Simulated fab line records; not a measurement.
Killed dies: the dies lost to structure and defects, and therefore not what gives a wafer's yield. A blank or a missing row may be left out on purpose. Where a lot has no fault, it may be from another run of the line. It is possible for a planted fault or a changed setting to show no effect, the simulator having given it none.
fab line records	flow sky130
[record] lots = 6	wafers = 18	last_day = 50
route steps=708 shown LDD_HVN@274 LDD_HVP@278 LDD_LDN@289 PAD_OPEN@708
lots untouched by any fault: they come from a run of this same line in which no faults occurred
start_h: the number of hours between the record's first day and the start of the first shown wafer of the lot	wait_h: hours elapsed since this lot's preceding step	" repeats the value in the row above	L1.1+2: one row covering several wafers at once	- no value, or no start given	* or withheld: withheld	< > ~ a bound
route shown NAME@n: a module of which the file shows steps, and the number in the route of the first	usual: mean and standard deviation over wafers with no fault	same: alike in all rows	chamber/n: place in a boat	sites: the reading at each site	_std_site: standard deviation across them	_edge_site: the outer-site mean with the inner-site mean subtracted	radius_mm: how far each site lies from the wafer's centre	mask NAME#n: copy n	behind: tool/chamber where the wafer was last shaped	hold: why the lot went on hold/how many hours it stayed there/how the hold came to an end	device: whichever transistor did not switch (one of n, p or np)	end of line: the tests these same wafers got at the end of their route	a step given without rows: its recipe and nothing more	killed: count of dies lost to structure and defects at first sort (not the wafer's yield)	map: per-die view of a wafer (x killed, . not killed, _ where there is no die)
set.NAME: the setting the step ran with; set.NAME@STEP: the setting that earlier step ran with	model.NAME: the simulator's own value behind a step, which no gauge read
a table for each step, a row for each wafer; lots at some steps of the route
services: from which hour (start_h, from the record's first day; less than 0 if before it) a tool's chamber was out of use, for how many hours, and why
[[steps]]
[step SKY_LDD_HVN_OVL_MEAS_07]
[usual] LDD_HVN_OVL = -0.4/1.1
lot.wafer	tool	chamber	start_h	wait_h	LDD_HVN_OVL[nm]
L420.2	overlay-01	-	524.47	0.1	0.0
L420.3	"	-	"	"	-0.3
L420.5	"	-	"	"	0.4
L424.1	overlay-02	-	557.73	0.1	-2.4
L424.3	"	-	"	"	-0.4
L424.4	"	-	"	"	-1.5
L428.1	overlay-02	-	573.88	0.1	-2.1
L428.5	"	-	"	"	-2.4
L428.6	"	-	"	"	-0.8
L436.2	overlay-02	-	643.49	0.1	-0.7
L436.4	"	-	"	"	-1.5
L436.5	"	-	"	"	0.3
L437.2	overlay-01	-	645.34	0.1	-1.0
L437.5	"	-	"	"	-0.8
L437.6	"	-	"	"	-1.2
L438.2	overlay-02	-	653.24	0.1	0.6
L438.5	"	-	"	"	0.1
L438.6	"	-	"	"	0.0
[step SKY_LDD_HVN_IMPLANT_08]
[recipe] species = P	energy_kev = 60	dose_cm2 = 3e+13	tilt_deg = 40
[step SKY_LDD_HVN_STRIP_09]
[recipe] chemistry = O2/N2	power_w = 1400	pressure_mtorr = 1500	platen_temp_c = withheld	o2_flow_sccm = 3000	n2_flow_sccm = 300	overash_fraction = 0.5
[usual] drypump_motor_current_A = 5.61/0.29	oes_product_au = 0.408/0.0049	strip_time_to_endpoint_s = 4.141/0.014
lot.wafer	tool	chamber	start_h	wait_h	drypump_motor_current_A	oes_product_au	rf_hours_counter_h	strip_time_to_endpoint_s
L420.2	plasma_asher-01	0	524.65	0.1	5.55	0.397	34	4.152
L420.3	"	0	"	"	5.56	0.411	-	4.157
L420.5	"	1	"	"	5.71	0.403	-	4.146
L424.1	plasma_asher-01	1	557.92	0.1	5.73	0.403	37	4.125
L424.3	"	1	"	"	5.73	0.408	-	4.163
L424.4	"	0	"	"	5.53	0.408	-	4.149
L428.1	plasma_asher-03	1	574.07	0.1	5.85	0.406	81	4.125
L428.5	"	0	"	"	5.14	0.411	-	4.121
L428.6	"	1	"	"	5.87	0.417	-	4.148
L436.2	plasma_asher-01	1	643.67	0.1	5.73	0.411	46	4.129
L436.4	"	1	"	"	5.73	0.416	-	4.138
L436.5	"	0	"	"	5.54	0.411	-	4.124
L437.2	plasma_asher-02	0	645.52	0.1	5.42	0.412	20	4.164
L437.5	"	0	"	"	5.41	0.414	-	4.148
L437.6	"	1	"	"	6.04	0.409	-	4.157
L438.2	plasma_asher-02	0	653.42	0.1	5.41	0.414	20	4.128
L438.5	"	1	"	"	6.05	0.413	-	4.129
L438.6	"	0	"	"	5.40	0.410	-	4.131
[step SKY_LDD_HVN_TW_MEAS_10]
[usual] LDD_HVN_TW = 1428/13
lot.wafer	tool	chamber	start_h	wait_h	LDD_HVN_TW
L420.2	film_metro-04	-	524.76	0.1	1438
L420.3	"	-	"	"	1434
L420.5	"	-	"	"	1447
L424.1	film_metro-03	-	558.02	0.1	1411
L424.3	"	-	"	"	1410
L424.4	"	-	"	"	1405
L428.1	film_metro-02	-	574.17	0.1	1424
L428.5	"	-	"	"	1429
L428.6	"	-	"	"	1429
L436.2	film_metro-02	-	643.78	0.1	1440
L436.4	"	-	"	"	1433
L436.5	"	-	"	"	1434
L437.2	film_metro-04	-	645.63	0.1	1440
L437.5	"	-	"	"	1437
L437.6	"	-	"	"	1442
L438.2	film_metro-02	-	653.53	0.1	1441
L438.5	"	-	"	"	1441
L438.6	"	-	"	"	1432
[step SKY_LDD_HVP_DEHYDRATE_00]
[recipe] temp_c = 200	time_s = 60
[step SKY_LDD_HVP_HMDS_01]
[recipe] prime_time_s = 60	prime_temp_c = 120
[step SKY_LDD_HVP_COAT_02]
[recipe] resist = NOVOLAK	spin_rpm = 3000	resist_thk_nm = 300
[step SKY_LDD_HVP_SOFTBAKE_03]
[recipe] temp_c = 90	time_s = 60	resist = NOVOLAK
[step SKY_LDD_HVP_EXPOSE_04]
[recipe] mask_id = HVPTM	na = 0.6	source_shape = conventional	sigma_outer = 0.6	polarization = unpolarized	target_cd_nm = 700	dose_mj = 86
[step SKY_LDD_HVP_PEB_05]
[recipe] temp_c = withheld	time_s = *	resist = NOVOLAK
[step SKY_LDD_HVP_DEVELOP_06]
[recipe] resist = NOVOLAK	developer = TMAH	develop_time_s = 60	dev_temp_c = 23
[step SKY_LDD_HVP_OVL_MEAS_07]
[usual] LDD_HVP_OVL = -1.1/1.2
lot.wafer	tool	chamber	start_h	wait_h	LDD_HVP_OVL[nm]
L420.2	overlay-02	-	554.02	0.1	-1.9
L420.3	"	-	"	"	-1.4
L420.5	"	-	"	"	-1.3
L424.1	overlay-02	-	587.69	0.1	-1.1
L424.3	"	-	"	"	-4.0
L424.4	"	-	"	"	-3.0
L428.1	overlay-01	-	603.27	0.1	-1.6
L428.5	"	-	"	"	-2.1
L428.6	"	-	"	"	-0.2
L436.2	overlay-02	-	671.97	0.1	-1.8
L436.4	"	-	"	"	-3.3
L436.5	"	-	"	"	-1.6
L437.2	overlay-02	-	674.14	0.1	-0.6
L437.5	"	-	"	"	-1.0
L437.6	"	-	"	"	-2.0
L438.2	overlay-01	-	681.59	0.1	-2.5
L438.5	"	-	"	"	-1.7
L438.6	"	-	"	"	-0.7
[step SKY_LDD_HVP_IMPLANT_08]
[recipe] species = B	energy_kev = 20	dose_cm2 = 1.7e+13	tilt_deg = 17.9
[usual] beam_energy_keV = 20.002/0.0058	faraday_current_uA = 96.0/1.6
lot.wafer	tool	chamber	start_h	wait_h	beam_energy_keV	faraday_current_uA	model.implant.rp_nm	model.implant.drp_nm
L420.2	implanter-02	0	554.07	0.0	20.013	97.2	63.11	28.53
L420.3	"	0	"	"	20.008	98.5	63.11	28.53
L420.5	"	0	"	"	19.995	96.1	63.11	28.53
L424.1	implanter-04	0	587.72	0.0	19.997	99.0	62.96	28.53
L424.3	"	0	"	"	19.984	95.9	62.96	28.53
L424.4	"	0	"	"	20.006	92.5	62.96	28.53
L428.1	implanter-04	0	603.30	0.0	19.996	95.8	64.35	28.53
L428.5	"	0	"	"	19.993	97.0	64.35	28.53
L428.6	"	0	"	"	19.992	94.6	64.35	28.53
L436.2	implanter-04	0	672.03	0.0	20.010	95.6	65.37	28.53
L436.4	"	0	"	"	20.003	96.6	65.37	28.53
L436.5	"	0	"	"	20.009	95.7	65.37	28.53
L437.2	implanter-02	0	674.20	0.0	24.617	97.7	76.84	35.26
L437.5	"	0	"	"	24.617	95.5	76.84	35.26
L437.6	"	0	"	"	24.627	93.9	76.84	35.26
L438.2	implanter-02	0	681.65	0.0	24.619	94.6	75.55	35.26
L438.5	"	0	"	"	24.621	96.2	75.55	35.26
L438.6	"	0	"	"	24.625	97.7	75.55	35.26
[step SKY_LDD_HVP_STRIP_09]
[recipe] chemistry = O2/N2	power_w = 1400	pressure_mtorr = 1500	platen_temp_c = withheld	o2_flow_sccm = 3000	n2_flow_sccm = 300	overash_fraction = 0.5
[usual] drypump_motor_current_A = 5.61/0.24	oes_product_au = 0.409/0.0042	strip_time_to_endpoint_s = 4.138/0.013
lot.wafer	tool	chamber	start_h	wait_h	drypump_motor_current_A	oes_product_au	rf_hours_counter_h	strip_time_to_endpoint_s
L420.2	plasma_asher-04	0	554.20	0.1	5.42	0.411	88	4.107
L420.3	"	1	"	"	5.91	0.407	-	4.117
L420.5	"	1	"	"	5.91	0.415	-	4.133
L424.1	plasma_asher-01	0	587.87	0.1	5.55	0.409	41	4.150
L424.3	"	0	"	"	5.56	0.411	-	4.156
L424.4	"	1	"	"	5.75	0.408	-	4.136
L428.1	plasma_asher-01	1	603.45	0.1	5.69	0.408	43	4.146
L428.5	"	0	"	"	5.56	0.408	-	4.143
L428.6	"	1	"	"	5.67	0.409	-	4.146
L436.2	plasma_asher-04	0	672.15	0.1	5.46	0.405	101	4.133
L436.4	"	1	"	"	5.91	0.404	-	4.151
L436.5	"	0	"	"	5.40	0.406	-	4.152
L437.2	plasma_asher-03	1	674.32	0.1	5.87	0.403	91	4.150
L437.5	"	0	"	"	5.15	0.409	-	4.145
L437.6	"	1	"	"	5.86	0.402	-	4.118
L438.2	plasma_asher-01	1	681.77	0.1	5.69	0.414	50	4.131
L438.5	"	1	"	"	5.68	0.405	-	4.133
L438.6	"	0	"	"	5.58	0.407	-	4.161
[step SKY_LDD_HVP_TW_MEAS_10]
[usual] LDD_HVP_TW = 455.8/2.8
lot.wafer	tool	chamber	start_h	wait_h	LDD_HVP_TW
L420.2	film_metro-02	-	554.31	0.1	451.3
L420.3	"	-	"	"	451.8
L420.5	"	-	"	"	449.2
L424.1	film_metro-01	-	587.97	0.1	455.8
L424.3	"	-	"	"	457.4
L424.4	"	-	"	"	457.0
L428.1	film_metro-04	-	603.55	0.1	456.9
L428.5	"	-	"	"	454.3
L428.6	"	-	"	"	454.7
L436.2	film_metro-04	-	672.26	0.1	461.8
L436.4	"	-	"	"	458.3
L436.5	"	-	"	"	458.9
L437.2	film_metro-04	-	674.43	0.1	478.8
L437.5	"	-	"	"	476.1
L437.6	"	-	"	"	478.5
L438.2	film_metro-02	-	681.88	0.1	475.4
L438.5	"	-	"	"	478.6
L438.6	"	-	"	"	477.7
[step SKY_LDD_LDN_DEHYDRATE_00]
[recipe] temp_c = 200	time_s = 60
[step SKY_PAD_OPEN_PROBE_99]
[usual] killed_at_M0_to_M3 = 43/6.1	killed_at_M4_up = 3.5/2	killed_at_contacts = 25/5.1	killed_at_front_end = 14/4.2	killed_at_other = 0.3/0.55	killed_dies = 86/8.3	killed_on_rim = 17/3.7	killed_open = 46/7.2	killed_short = 39/6
[same] gross_dies = 492	killed_at_back_side = 0
lot.wafer	tool	chamber	start_h	wait_h	killed_at_M0_to_M3	killed_at_M4_up	killed_at_contacts	killed_at_front_end	killed_at_other	killed_dies	killed_on_rim	killed_open	killed_short	model.etest.tip_p_5v.rs_ohm_sq	model.etest.pfet_g5v0d10v5.drive_ua_um	model.etest.pfet_g5v0d10v5.off_log10_a_um	model.etest.pfet_g5v0d10v5.vt_sat_v
L420.2	prober-01	-	1115.38	0.1	45	7	15	14	2	83	15	43	38	2870	349.7	-12.56	-0.6356
L420.3	prober-01	-	1115.43	0.2	38	4	24	17	1	84	18	43	39	2870	335.1	-13.06	-0.6981
L420.5	prober-01	-	1115.53	0.2	42	5	25	17	0	89	24	47	41	2870	339.4	-12.95	-0.6707
L424.1	prober-02	-	1138.62	0.1	30	3	35	17	0	85	20	52	32	2835	337.6	-12.55	-0.6322
L424.3	prober-02	-	1138.72	0.2	43	5	25	21	0	94	25	51	42	2842	339.5	-12.4	-0.6144
L424.4	prober-02	-	1138.77	0.2	41	1	29	22	1	94	17	51	42	2845	328.5	-12.81	-0.6596
L428.1	prober-01	-	1147.35	0.1	29	1	31	19	0	80	16	40	40	2888	345.9	-12.83	-0.6625
L428.5	prober-01	-	1147.55	0.2	51	3	27	25	0	106	22	64	42	2887	337.7	-13.07	-0.6873
L428.6	prober-01	-	1147.60	0.2	41	4	28	15	0	88	13	39	48	2889	338.1	-13.07	-0.6926
L436.2	prober-02	-	1190.43	0.1	36	0	24	12	0	72	15	47	25	2787	347.9	-12.02	-0.5855
L436.4	prober-02	-	1190.53	0.2	52	2	26	11	0	91	14	60	30	2795	339.3	-12.05	-0.5931
L436.5	prober-02	-	1190.58	0.2	54	3	17	12	1	87	14	57	30	2777	346.5	-11.89	-0.5744
L437.2	prober-01	-	1191.54	0.1	50	3	18	8	0	79	17	41	38	2770	342.7	-12.33	-0.6177
L437.5	prober-01	-	1191.69	0.2	42	3	16	19	1	81	14	35	46	2768	351.1	-12.04	-0.5746
L437.6	prober-01	-	1191.74	0.2	50	3	21	19	0	93	18	54	39	2742	349.9	-11.93	-0.576
L438.2	prober-02	-	1195.10	0.1	49	2	20	17	0	88	11	52	36	2758	354.3	-11.77	-0.5602
L438.5	prober-02	-	1195.25	0.2	43	2	24	20	3	92	13	51	41	2772	354.1	-11.89	-0.5641
L438.6	prober-02	-	1195.30	0.2	47	2	23	20	0	92	16	54	38	2743	355.4	-11.73	-0.5472
// killed by level:class
L420.2 VIA1:geometric_particle:open=14 METAL2:geometric_particle:short=10 LI_CONTACT:geometric_particle:open=5 VIA2:geometric_particle:open=5 FIELD_ISO:geometric_particle:short=4 FIELD_ISO:geometric_particle:open=4 METAL4:geometric_particle:short=4 CONTACT:geometric_particle:short=4
L420.3 VIA3:geometric_particle:open=9 LI_CONTACT:geometric_particle:open=8 VIA1:geometric_particle:open=7 CONTACT:geometric_particle:open=7 CONTACT:geometric_particle:short=5 VIA3:geometric_particle:short=5 METAL2:geometric_particle:short=5 METAL4:geometric_particle:short=4
L420.5 VIA1:geometric_particle:open=13 METAL1:geometric_particle:short=8 POLY_GATE:geometric_particle:open=7 METAL2:geometric_particle:short=7 LI_CONTACT:geometric_particle:open=6 CONTACT:geometric_particle:open=6 CONTACT:geometric_particle:short=5 METAL4:geometric_particle:short=5
L424.1 CONTACT:geometric_particle:open=17 VIA1:geometric_particle:open=7 VIA2:geometric_particle:open=6 FIELD_ISO:geometric_particle:short=5 LI_CONTACT:geometric_particle:open=5 CONTACT:geometric_particle:short=5 LOCAL_INTERCONNECT:geometric_particle:short=4 METAL3:geometric_particle:short=4
L424.3 CONTACT:geometric_particle:open=14 METAL2:geometric_particle:short=9 VIA2:geometric_particle:open=8 FIELD_ISO:geometric_particle:open=7 VIA1:geometric_particle:open=7 LI_CONTACT:geometric_particle:short=5 VIA1:geometric_particle:short=5 SPACER:geometric_particle:short=4
L424.4 VIA1:geometric_particle:open=12 CONTACT:geometric_particle:open=10 VIA1:geometric_particle:short=8 FIELD_ISO:geometric_particle:short=7 LI_CONTACT:geometric_particle:open=7 LOCAL_INTERCONNECT:geometric_particle:short=7 VIA2:geometric_particle:open=6 POLY_GATE:geometric_particle:short=5
L428.1 CONTACT:geometric_particle:open=10 LI_CONTACT:geometric_particle:open=9 FIELD_ISO:geometric_particle:open=7 CONTACT:geometric_particle:short=7 METAL3:geometric_particle:short=7 POLY_GATE:geometric_particle:short=5 VIA1:geometric_particle:open=5 FIELD_ISO:geometric_particle:short=4
L428.5 VIA1:geometric_particle:open=14 LI_CONTACT:geometric_particle:open=10 VIA3:geometric_particle:open=10 FIELD_ISO:geometric_particle:short=7 CONTACT:geometric_particle:open=6 FIELD_ISO:geometric_particle:open=5 VIA2:geometric_particle:open=5 METAL1:geometric_particle:short=5
L428.6 CONTACT:geometric_particle:open=9 CONTACT:geometric_particle:short=7 METAL2:geometric_particle:short=7 METAL1:geometric_particle:short=7 VIA1:geometric_particle:open=6 LI_CONTACT:geometric_particle:open=6 LOCAL_INTERCONNECT:geometric_particle:short=5 VIA2:geometric_particle:open=5
L436.2 VIA1:geometric_particle:open=13 CONTACT:geometric_particle:open=12 FIELD_ISO:geometric_particle:open=7 VIA1:geometric_particle:short=7 CONTACT:geometric_particle:short=4 METAL1:geometric_particle:short=4 VIA3:geometric_particle:open=4 LI_CONTACT:geometric_particle:open=3
L436.4 VIA1:geometric_particle:open=16 CONTACT:geometric_particle:open=11 VIA2:geometric_particle:open=11 METAL2:geometric_particle:short=8 LI_CONTACT:geometric_particle:open=7 VIA3:geometric_particle:open=6 LOCAL_INTERCONNECT:geometric_particle:short=5 METAL3:geometric_particle:short=4
L436.5 VIA1:geometric_particle:open=16 VIA2:geometric_particle:open=8 CONTACT:geometric_particle:open=8 VIA3:geometric_particle:open=7 VIA1:geometric_particle:short=5 FIELD_ISO:geometric_particle:open=4 POLY_GATE:geometric_particle:open=4 METAL2:geometric_particle:short=4
L437.2 CONTACT:geometric_particle:open=11 VIA1:geometric_particle:open=10 VIA3:geometric_particle:open=9 METAL1:geometric_particle:short=8 VIA3:geometric_particle:short=6 VIA2:geometric_particle:short=5 FIELD_ISO:geometric_particle:short=4 VIA2:geometric_particle:open=4
L437.5 VIA1:geometric_particle:short=9 VIA1:geometric_particle:open=7 VIA2:geometric_particle:open=6 FIELD_ISO:geometric_particle:open=5 POLY_GATE:geometric_particle:short=4 CONTACT:geometric_particle:open=4 CONTACT:geometric_particle:short=4 VIA3:geometric_particle:open=4
L437.6 CONTACT:geometric_particle:open=10 VIA1:geometric_particle:open=10 METAL1:geometric_particle:short=9 VIA2:geometric_particle:open=8 FIELD_ISO:geometric_particle:open=5 POLY_GATE:geometric_particle:short=5 LI_CONTACT:geometric_particle:open=5 VIA3:geometric_particle:open=5
L438.2 VIA1:geometric_particle:open=12 VIA2:geometric_particle:open=12 VIA3:geometric_particle:open=9 POLY_GATE:geometric_particle:short=6 CONTACT:geometric_particle:short=6 METAL1:geometric_particle:short=6 METAL2:geometric_particle:short=6 CONTACT:geometric_particle:open=5
L438.5 VIA3:geometric_particle:open=12 CONTACT:geometric_particle:open=12 VIA1:geometric_particle:open=10 METAL1:geometric_particle:short=8 POLY_GATE:geometric_particle:short=6 POLY_GATE:geometric_particle:open=6 LI_CONTACT:geometric_particle:open=4 CONTACT:geometric_particle:short=4
L438.6 LI_CONTACT:geometric_particle:open=12 VIA1:geometric_particle:open=12 VIA2:geometric_particle:open=8 CONTACT:geometric_particle:open=7 VIA1:geometric_particle:short=7 METAL1:geometric_particle:short=6 FIELD_ISO:geometric_particle:short=5 POLY_GATE:geometric_particle:open=5
[[services]]
tool	chamber	start_h	hours	kind
plasma_asher-01	-	500.99	8.5	repair
implanter-02	-	512.01	1.3	repair
implanter-02	-	514.44	4.4	pm
plasma_asher-02	-	541.07	0.7	repair
plasma_asher-02	-	559.16	28.1	pm
implanter-04	-	583.46	4.0	pm
plasma_asher-01	-	597.76	4.1	repair
plasma_asher-02	-	611.32	0.3	repair
plasma_asher-03	-	612.80	1.3	repair
plasma_asher-01	-	659.93	5.7	repair
plasma_asher-01	-	662.99	1.3	repair
[[key]]
[first_sign] step = SKY_LDD_HVP_IMPLANT_08	reading = beam_energy_keV	direction = up	sigmas = 99+	usual = *	struck = *
[effect] step = SKY_LDD_HVP_TW_MEAS_10	reading = LDD_HVP_TW	direction = up	sigmas = 7.8	usual = 455.8	struck = 477.5
[model_effect] step = SKY_LDD_HVP_IMPLANT_08	value = implant.rp_nm	without = 62.04	struck = 76.19
[model_effect] step = SKY_PAD_OPEN_PROBE_99	value = etest.tip_p_5v.rs_ohm_sq	without = 2864	struck = 2759
met_at SKY_LDD_HVP_IMPLANT_08
struck_wafers L437.2,L437.5,L437.6,L438.2,L438.5,L438.6
tester_left_out L437,L438
onset_between 554.07 674.20
[fault] kind = process_parameter_drift	tool = implanter-02	chamber = -	onset_h = 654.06	steps = SKY_LDD_HVP_IMPLANT_08	channel = energy_kev	offset = *	shape = step	end_h = 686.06	acts_in = *	stated = *
// tester_left_out: of these lots the tester's yield and bins aren't shown, on N5 and GAA mostly nor the transistor test; their killed dies are dies lost to structure and defects alone, not to doping, threshold or leakage, so they don't give the yield
